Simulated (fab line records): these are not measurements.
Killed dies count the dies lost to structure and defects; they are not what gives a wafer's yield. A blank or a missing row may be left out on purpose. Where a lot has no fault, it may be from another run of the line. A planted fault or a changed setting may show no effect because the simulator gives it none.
Lot-split experiment -- flow gf180mcu -- on a route of 602 steps: 5 lots, 19 wafers read

== THE SPLIT ITSELF ==
At GF_TOP_METAL_METAL_ETCH_16 (etches the open film in Cl2/BCl3, stops on SiO2, target depth 1077.5 nm, time 179.6 s), the setting icp-w was moved away from the recipe's 800 W on 4 of the 19 wafers read, by -7.5% to +7.4%. All remaining wafers had this setting at the recipe value.

The reading comes from the split's own step.

== THE READING ==
NOVOLAK_of_TOP_METAL_COAT_09.thk-nm (the simulator's own value, which no gauge read), in nm, at GF_TOP_METAL_METAL_ETCH_16 (etches the open film in Cl2/BCl3, stops on SiO2, target depth 1077.5 nm, time 179.6 s). There is no usual value for it anywhere in the file. Across the 15 wafers here that went through the recipe, the average is 1084 nm and the standard deviation 5.2 nm.

wafer,"tool, chamber at the split","icp-w as run, W",against the recipe,"NOVOLAK_of_TOP_METAL_COAT_09.thk-nm, nm",against lot-mates on the recipe
L074.1,"rie-metal-01, 0",800,recipe,1085,-
L074.2,"rie-metal-01, 1",740.3,-7.5%,1111,+29
L074.3,"rie-metal-01, 0",800,recipe,1082,-
L074.5,"rie-metal-01, 1",800,recipe,1080,-
L074.6,"rie-metal-01, 0",740.3,-7.5%,1107,+25
L077.2,"rie-metal-03, 0",800,recipe,1084,-
L077.3,"rie-metal-03, 1,0",800,recipe,1086,-
L077.5,"rie-metal-03, 1,0",800,recipe,1086,-
L077.4,"rie-metal-03, 0",800,recipe,1081,-
L077.6,"rie-metal-03, 1",800,recipe,1088,-
L079.2,"rie-metal-04, 1",800,recipe,1079,-
L079.3,"rie-metal-04, 1",859.1,+7.4%,1054,-25
L079.4,"rie-metal-04, 0",859.1,+7.4%,1065,-14
L080.1,"rie-metal-01, 1",800,recipe,1087,-
L080.4,"rie-metal-01, 0",800,recipe,1093,-
L080.6,"rie-metal-01, 0",800,recipe,1095,-
L082.1,"rie-metal-04, 1",800,recipe,1077,-
L082.3,"rie-metal-04, 1",800,recipe,1077,-
L082.5,"rie-metal-04, 1",800,recipe,1079,-
The file does not say which wafer passed through which chamber wherever a row lists several chambers: such a row stands for several wafers.

THE FIT
A straight line over all 19 wafers: NOVOLAK_of_TOP_METAL_COAT_09.thk-nm changes by -3.33 nm for each +1% of icp-w; r = -0.91; the points scatter about the line by 5.3 nm.
The same after taking each lot's own level away (the mean of its wafers on the recipe; 19 wafers): -3.11 nm for each +1%; r = -0.96; scatter 3.3 nm.
That fit puts the effect of the largest move of icp-w on the reading at 23 nm.
From 1077.7 to 1091.7 nm: that is the span of the lots' own levels, equal to 2.7 times the standard deviation above.
The two slopes are in agreement: the lot-to-lot level therefore moves the slope only a little.
Check: for one of the wafers moved furthest among these (-7.5%), held out of the fit, the line's prediction against its lot-mates is +21.9 nm. It came out at +28.7 nm against them.

== FURTHER SPLITS ON THESE WAFERS ==
Before the reading, these wafers also passed through other splits. Each is held against what the fit with the lots' levels taken away leaves over:
other split on the same wafers,wafers away from the commonest value,r with NOVOLAK_of_TOP_METAL_COAT_09.thk-nm (lot level and that fit taken away)
GF_V5_SPUTTER_21 power-w,5,-0.32
GF_TOP_METAL_SPUTTER_02 power-w,0,-

== THE WHOLE CHAIN: every reading that the file lists as answering this split, in the file's order ==
step,what it does,reading,change (the file's fit),r (the file's)
GF_TOP_METAL_METAL_ETCH_16,"etches the open film in Cl2/BCl3, stops on SiO2, target depth 1077.5 nm, time 179.6 s","NOVOLAK_of_TOP_METAL_COAT_09.thk-nm (the simulator's own value, which no gauge read)",-3.25 nm for each +1% of the setting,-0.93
GF_TOP_METAL_STRIP_17,strips in O2/N2,strip-time-to-endpoint-s,withheld for each +1% of the setting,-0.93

== FILE'S OWN FIT ==
NOVOLAK_of_TOP_METAL_COAT_09.thk-nm changes by -3.25 nm for each +1% of icp-w, r = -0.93.
